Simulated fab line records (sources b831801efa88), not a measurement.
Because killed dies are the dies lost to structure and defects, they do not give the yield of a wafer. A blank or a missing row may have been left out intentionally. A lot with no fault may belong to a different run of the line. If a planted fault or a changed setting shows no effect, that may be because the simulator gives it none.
Which tool is to blame?	flow gf180mcu	Sampling: 14 lots, 40 wafers, 4 of 602 route steps

WHAT THE GAUGES SHOWED, per wafer
GF_V2_THK_MEAS_03. Usual: V2_CVD_02_THK 850 nm, standard deviation 12.
lot	measured	on	V2_CVD_02_THK (nm)	flag
L761	day 19 04:49	film metro-02	850 860 861	
L762	day 19 14:38	film metro-04	855 865 862	
L763	day 20 11:20	film metro-03	867 877 867	
L765	day 20 18:05	film metro-04	845 866 842	
L764	day 20 22:19	film metro-02	835 848 855	
L767	day 21 15:34	film metro-04	835 848 838	
L768	day 22 02:26	film metro-04	862 854 875	
L770	day 22 13:30	film metro-02	839 864 863	
L771	day 23 01:59	film metro-04	847 862 867	
L778	day 25 06:33	film metro-03	843 859	
L780	day 26 01:39	film metro-02	861 869	
L781	day 26 09:24	film metro-03	828 830 848	
L782	day 26 10:32	film metro-03	828 830 850	
L783	day 26 19:46	film metro-04	852 847 857	

GF_V2_OVL_MEAS_15. Usual: V2_OVL 3 nm, standard deviation 5.8.
lot	measured	on	V2_OVL (nm)	flag
L761	day 20 06:01	overlay-02	-5 6 6	
L762	day 20 15:28	overlay-01	-3 -4 4	
L763	day 21 12:01	overlay-01	10 6 9	
L765	day 21 18:06	overlay-02	6 1 5	
L764	day 21 22:57	overlay-01	7 6 11	
L767	day 22 15:44	overlay-02	6 5 1	
L768	day 23 01:30	overlay-01	6 10 9	
L770	day 23 12:43	overlay-01	7 1 5	
L771	day 24 00:35	overlay-02	2 6 5	
L778	day 26 04:06	overlay-02	-2 3	
L780	day 26 22:34	overlay-01	2 8	
L781	day 27 06:35	overlay-02	2 6 2	
L782	day 27 07:24	overlay-01	2 7 -5	
L783	day 27 16:19	overlay-02	-3 1 1	

EACH LOT AND THE TOOL THAT RAN IT (in order: tool; ch and the chambers of the sampled wafers; start)
lot	GF_V2_CMP_04	GF_V2_PEB_12
L761	cmp-02 ch 0,1,2, day 19 04:57	litho track-02 ch 0, day 20 05:36
L762	cmp-01 ch 0,1,3, day 19 14:49	litho track-04 ch 0, day 20 15:04
L763	cmp-01 ch 0,2,3, day 20 11:26	litho track-02 ch 0, day 21 11:34
L765	cmp-02 ch 2,3, day 20 18:09	litho track-03 ch 0, day 21 17:38
L764	cmp-01 ch 0,1,3, day 20 22:22	litho track-03 ch 0, day 21 22:31
L767	cmp-02 ch 0,3, day 21 15:38	litho track-04 ch 0, day 22 15:16
L768	cmp-02 ch 0,2,3, day 22 02:29	litho track-03 ch 0, day 23 01:04
L770	cmp-02 ch 0,1,2, day 22 13:39	litho track-02 ch 0, day 23 12:16
L771	cmp-01 ch 0,2, day 23 02:06	litho track-04 ch 0, day 24 00:07
L778	cmp-01 ch 2,3, day 25 06:45	litho track-03 ch 0, day 26 03:40
L780	cmp-01 ch 0,1, day 26 01:52	litho track-03 ch 0, day 26 22:13
L781	cmp-01 ch 0,1,2, day 26 09:27	litho track-04 ch 0, day 27 06:09
L782	cmp-01 ch 1,2, day 26 10:38	litho track-02 ch 0, day 27 06:56
L783	cmp-02 ch 0,2,3, day 26 19:52	litho track-02 ch 0, day 27 15:47
- GF_V2_CMP_04: polishes SiO2.
- GF_V2_PEB_12: peb time 90 s.

WHAT THE TOOLS THEMSELVES READ (means of the sampled wafers that have a number; where no wafer has one, the mark that the record gives instead)
GF_V2_CMP_04. Usual: motor current A 12.2 A, standard deviation 1.4; retaining ring pressure frac 1.000, standard deviation 0.0053; slurry filter dp kPa 13.52 kPa, standard deviation 0.14; time to endpoint s 80 s, standard deviation 5.7.
lot	tool	motor current A (A)	retaining ring pressure frac	slurry filter dp kPa (kPa)	time to endpoint s (s)	flag
L761	cmp-02	12.2	1.003	13.48	84	
L762	cmp-01	11.5	1.001	13.70	85	
L763	cmp-01	12.1	0.995	13.41	89	
L765	cmp-02	12.7	1.004	13.48	76	
L764	cmp-01	12.1	1.001	13.51	75	
L767	cmp-02	12.3	0.999	13.59	79	
L768	cmp-02	12.2	0.999	13.47	85	
L770	cmp-02	12.2	1.003	13.36	82	
L771	cmp-01	14.1	1.000	13.55	83	
L778	cmp-01	11.4	1.001	13.62	82	
L780	cmp-01	12.3	1.002	13.54	79	
L781	cmp-01	12.4	1.001	13.59	73	
L782	cmp-01	12.2	1.003	13.41	74	
L783	cmp-02	11.9	1.001	13.44	83	

GF_V2_PEB_12. Usual: heater power total W reads 85.70 W (standard deviation 0.084).
lot	tool	heater power total W (W)	flag
L761	litho track-02	85.67	
L762	litho track-04	85.71	
L763	litho track-02	85.74	
L765	litho track-03	85.68	
L764	litho track-03	85.67	
L767	litho track-04	85.73	
L768	litho track-03	85.75	
L770	litho track-02	85.70	
L771	litho track-04	85.76	
L778	litho track-03	86.19	OFF
L780	litho track-03	86.67	OFF
L781	litho track-04	85.64	
L782	litho track-02	85.74	
L783	litho track-02	85.53	

THE ANSWER, worked out from the rows above alone
Rule: lot off if the mean of its wafers having a number is beyond 3 standard deviations from the usual mean. Also off: a lot with no number at a reading for which 4 or more lots have one. The other lots that the step has rows for count as sound. The gauges are gone through in route order, then the tools' own readings, and for those a lot's mean is taken as printed above. At the first step where some lot is off, the reading lying furthest off is the one used; lots without a number count as furthest.
Off: L778, L780, at GF_V2_PEB_12 (heater power total W).
A tool fits if, at that step or a process step before it, it ran every lot that is off, and no sound lot after the first of them. One candidate fits, namely litho track-03 at GF_V2_PEB_12. A fault onset in the window from L768 (day 23 01:04, its last sound lot) to L778 (day 26 03:40, its first lot off) fits.
The tool's own readings at GF_V2_PEB_12 bear it out: on the lots that are off they differ by more than 5 times the standard deviation of the sound lots' means. heater power total W reads 86.43 W there against 85.69 W on the sound lots.

WHAT THE SIMULATOR HAD PUT IN
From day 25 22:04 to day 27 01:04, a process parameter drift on litho track-03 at GF_V2_PEB_12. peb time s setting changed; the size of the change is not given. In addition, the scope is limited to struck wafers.
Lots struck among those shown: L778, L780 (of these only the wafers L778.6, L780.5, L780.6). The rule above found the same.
